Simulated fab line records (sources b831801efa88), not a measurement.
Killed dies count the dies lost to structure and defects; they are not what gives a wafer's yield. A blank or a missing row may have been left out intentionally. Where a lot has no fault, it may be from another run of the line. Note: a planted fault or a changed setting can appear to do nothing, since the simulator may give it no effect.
fab line records	flow gf180mcu
record lots=7	wafers=21	last_day=34
route steps=602 shown VT_IMPLANT@117
lots untouched by any fault: they come from a run of this same line in which no faults occurred
start_h: start of the lot's first displayed wafer, in hours after the record's first day	wait_h: how many hours have passed since the lot's step before this one	" same as the row above	L1.1+2: one row covering several wafers at once	- either no value or no given start	* or withheld: withheld	< > ~ a bound
route shown NAME@n: names a module that has steps shown in the file, with the first one's number in the route	usual: mean/standard deviation of fault-free wafers	same: alike in all rows	chamber/n: place in a boat	sites: per-site readings	_std_site: the standard deviation of these	_edge_site: the outer-site mean with the inner-site mean subtracted	radius_mm: for every site, how far away it sits from the centre of the wafer	mask NAME#n: copy n	behind: the most recent tool/chamber to have shaped the wafer	hold: cause of the lot's hold/its duration in hours/its outcome	device: which transistor (n, p or np) failed to switch	end of line: tests run on the same wafers once the route is complete	a step without rows: its recipe alone	killed: dies lost to structure and defects at the first sort, not the wafer's yield	map: per-die view of a wafer (x killed, . not killed, _ where there is no die)
set.NAME: the setting as run; set.NAME@STEP: as run at that earlier step	model.NAME: the simulator's own value behind a step, which no gauge read
lots at selected steps of the route; one table per step, one row per wafer
services: the hour from which a tool's chamber was out of use, counted from the record's first day as start_h (under 0 if before that day), plus the number of hours and why
## steps
# step GF_VT_IMPLANT_PEB_27
# recipe temp_c=withheld	time_s=*	resist=NOVOLAK
# step GF_VT_IMPLANT_DEVELOP_28
# recipe develop_time_s=60	dev_temp_c=23
# step GF_VT_IMPLANT_OVL_MEAS_29
# usual VT_IMPLANT_02_OVL=0.9/1.5
lot.wafer	tool	chamber	start_h	wait_h	VT_IMPLANT_02_OVL[nm]
L390.3	overlay-01	-	181.08	0.1	0.3
L390.4	"	-	"	"	0.4
L390.6	"	-	"	"	-0.3
L394.2	overlay-01	-	209.77	0.1	0.1
L394.3	"	-	"	"	-0.1
L394.6	"	-	"	"	-0.3
L395.1	overlay-01	-	213.81	0.1	3.5
L395.3	"	-	"	"	3.5
L395.4	"	-	"	"	1.8
L396.3	overlay-01	-	220.54	0.1	-0.4
L396.5	"	-	"	"	0.8
L396.6	"	-	"	"	-0.9
L399.1	overlay-01	-	237.68	0.1	1.1
L399.2	"	-	"	"	1.3
L399.4	"	-	"	"	0.7
L404.2	overlay-01	-	273.33	0.1	-1.3
L404.3	"	-	"	"	-0.1
L404.5	"	-	"	"	1.5
L405.3	overlay-01	-	280.07	0.1	0.3
L405.4	"	-	"	"	-0.9
L405.5	"	-	"	"	0.3
# step GF_VT_IMPLANT_IMPLANT_30
# recipe species=B	energy_kev=25	dose_cm2=2.534e+12	tilt_deg=7
# step GF_VT_IMPLANT_STRIP_31
# recipe chemistry=O2/N2	power_w=1400	pressure_mtorr=1500	platen_temp_c=250	o2_flow_sccm=3000	n2_flow_sccm=300	overash_fraction=0.5
# usual drypump_motor_current_A=6.05/0.29	heater_power_w=345/26	oes_product_au=0.716/0.0047	strip_time_to_endpoint_s=12.46/0.031
lot.wafer	tool	chamber	start_h	wait_h	drypump_motor_current_A	heater_power_w	oes_product_au	rf_hours_counter_h	strip_time_to_endpoint_s
L390.3	plasma_asher-01	0	181.28	0.1	6.18	367	0.714	-	12.43
L390.4	"	1	"	"	5.50	335	0.717	-	12.45
L390.6	"	1	"	"	5.48	330	0.714	-	12.45
L394.2	plasma_asher-02	1	209.95	0.1	6.01	365	0.719	57	12.45
L394.3	"	0	"	"	6.53	389	0.716	-	12.42
L394.6	"	0	"	"	6.51	384	0.714	-	12.43
L395.1	plasma_asher-01	1	214.00	0.1	5.45	336	0.713	11	12.50
L395.3	"	1	"	"	5.46	332	0.718	-	12.47
L395.4	"	0	"	"	6.15	361	0.724	-	12.48
L396.3	plasma_asher-02	0	220.75	0.1	6.52	382	0.716	-	12.41
L396.5	"	1	"	"	6.01	373	0.718	-	12.47
L396.6	"	0	"	"	6.53	373	0.718	-	12.41
L399.1	plasma_asher-04	0	237.86	0.1	6.12	312	0.715	43	12.44
L399.2	"	1	"	"	6.07	329	0.710	43	12.43
L399.4	"	0	"	"	6.05	304	0.721	-	12.42
L404.2	plasma_asher-04	1	273.51	0.1	6.06	317	0.710	46	12.45
L404.3	"	1	"	"	6.09	327	0.711	-	12.46
L404.5	"	0	"	"	6.11	314	0.718	-	12.47
L405.3	plasma_asher-04	0	280.28	0.1	6.11	307	0.721	-	12.47
L405.4	"	1	"	"	6.09	319	0.728	-	12.50
L405.5	"	0	"	"	6.10	306	0.720	-	12.46
# step GF_VT_IMPLANT_TW_MEAS_32
# usual VT_IMPLANT_3_TW=269/3.9
lot.wafer	tool	chamber	start_h	wait_h	VT_IMPLANT_3_TW
L390.3	film_metro-02	-	181.37	0.1	267
L390.4	"	-	"	"	268
L390.6	"	-	"	"	266
L394.2	film_metro-02	-	210.06	0.1	264
L394.3	"	-	"	"	264
L394.6	"	-	"	"	266
L395.1	film_metro-03	-	214.10	0.1	275
L395.3	"	-	"	"	275
L395.4	"	-	"	"	275
L396.3	film_metro-03	-	220.83	0.1	273
L396.5	"	-	"	"	274
L396.6	"	-	"	"	272
L399.1	film_metro-01	-	237.96	0.1	270
L399.2	"	-	"	"	272
L399.4	"	-	"	"	270
L404.2	film_metro-03	-	273.62	0.1	274
L404.3	"	-	"	"	275
L404.5	"	-	"	"	273
L405.3	film_metro-02	-	280.37	0.1	266
L405.4	"	-	"	"	266
L405.5	"	-	"	"	266
# step GF_VT_IMPLANT_DEHYDRATE_33
# recipe temp_c=200	time_s=60
# step GF_VT_IMPLANT_HMDS_34
# recipe prime_time_s=60	prime_temp_c=120
# step GF_VT_IMPLANT_COAT_35
# recipe resist=NOVOLAK	spin_rpm=3000	resist_thk_nm=1000
# step GF_VT_IMPLANT_SOFTBAKE_36
# recipe temp_c=90	time_s=60	resist=NOVOLAK
# step GF_VT_IMPLANT_EXPOSE_37
# recipe mask_id=Nwell_HV_AREA	target_cd_nm=860	na=0.6	source_shape=conventional	sigma_outer=0.6	dose_mj=140
# step GF_VT_IMPLANT_PEB_38
# recipe temp_c=withheld	time_s=*	resist=NOVOLAK
# step GF_VT_IMPLANT_DEVELOP_39
# recipe develop_time_s=60	dev_temp_c=23
# usual chill_plate_temp_C=23.00/0.097	develop_time_s=60/0
lot.wafer	tool	chamber	start_h	wait_h	chill_plate_temp_C	develop_time_s
L390.3	litho_track-01	0	198.08	0.1	23.15	60
L390.4	"	0	"	"	23.07	60
L390.6	"	0	"	"	22.98	60
L394.2	litho_track-01	-	227.70	0.1	-	-
L394.3	"	-	"	"	-	-
L394.6	"	-	"	"	-	-
L395.1	litho_track-02	-	232.16	0.1	-	-
L395.3	"	-	"	"	-	-
L395.4	"	-	"	"	-	-
L396.3	litho_track-03	-	238.26	0.1	-	-
L396.5	"	-	"	"	-	-
L396.6	"	-	"	"	-	-
L399.1	litho_track-03	0	256.01	0.1	23.14	60
L399.2	"	0	"	"	23.12	60
L399.4	"	0	"	"	23.17	60
L404.2	litho_track-03	0	293.43	0.1	23.07	60
L404.3	"	0	"	"	23.07	60
L404.5	"	0	"	"	23.03	60
L405.3	litho_track-03	0	300.06	0.1	23.05	60
L405.4	"	0	"	"	23.00	60
L405.5	"	0	"	"	22.96	60
# step GF_VT_IMPLANT_OVL_MEAS_40
# usual VT_IMPLANT_03_OVL=-1.3/1.4
lot.wafer	tool	chamber	start_h	wait_h	VT_IMPLANT_03_OVL[nm]
L390.3	overlay-02	-	198.19	0.1	0.0
L390.4	"	-	"	"	-2.1
L390.6	"	-	"	"	-1.6
L394.2	overlay-01	-	227.83	0.1	-
L394.3	"	-	"	"	-
L394.6	"	-	"	"	-
L395.1	overlay-02	-	232.31	0.1	-
L395.3	"	-	"	"	-
L395.4	"	-	"	"	-
L396.3	overlay-01	-	238.37	0.1	-
L396.5	"	-	"	"	-
L396.6	"	-	"	"	-
L399.1	overlay-01	-	256.16	0.1	-0.5
L399.2	"	-	"	"	-0.1
L399.4	"	-	"	"	-1.4
L404.2	overlay-01	-	293.57	0.1	-1.0
L404.3	"	-	"	"	-1.0
L404.5	"	-	"	"	0.4
L405.3	overlay-01	-	300.17	0.1	-3.4
L405.4	"	-	"	"	-3.4
L405.5	"	-	"	"	-2.8
## services
tool	chamber	start_h	hours	kind
plasma_asher-04	-	181.24	15.6	pm
plasma_asher-02	-	227.07	1.0	repair
plasma_asher-02	-	248.96	9.1	pm
plasma_asher-04	-	270.83	0.4	repair
plasma_asher-02	-	284.85	3.8	repair
plasma_asher-04	-	285.33	1.6	repair
litho_track-03	-	294.44	-	consumable_replace:filter
## key
first_sign step=GF_VT_IMPLANT_DEVELOP_39	reading=tool_record	direction=missing
effect none on later readings
met_at GF_VT_IMPLANT_DEVELOP_39
struck_wafers L394.2,L394.3,L394.6,L395.1,L395.3,L395.4,L396.3,L396.5,L396.6
later_rows_left_out L394.2,L394.3,L394.6,L395.1,L395.3,L395.4,L396.3,L396.5,L396.6
sort_left_out L394.2,L394.3,L394.6,L395.1,L395.3,L395.4,L396.3,L396.5,L396.6
tester_left_out L394,L395,L396
onset_between 198.08 227.70
fault kind=skipped_step_whole	tool=litho_track-01,litho_track-02,litho_track-03	chamber=-	onset_h=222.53	steps=GF_VT_IMPLANT_DEVELOP_39	scope=struck_lots_only
# tester_left_out: of these lots the tester's yield and bins aren't shown, on N5 and GAA mostly nor the transistor test; their killed dies are dies lost to structure and defects alone, not to doping, threshold or leakage, so they don't give the yield
# sort_left_out: the simulated sort isn't trusted on such a fault, so these wafers' sort isn't shown, and their yield isn't known
# later_rows_left_out: the simulator's readings of these wafers behind a module that went badly wrong aren't trusted and aren't shown, but for the sort
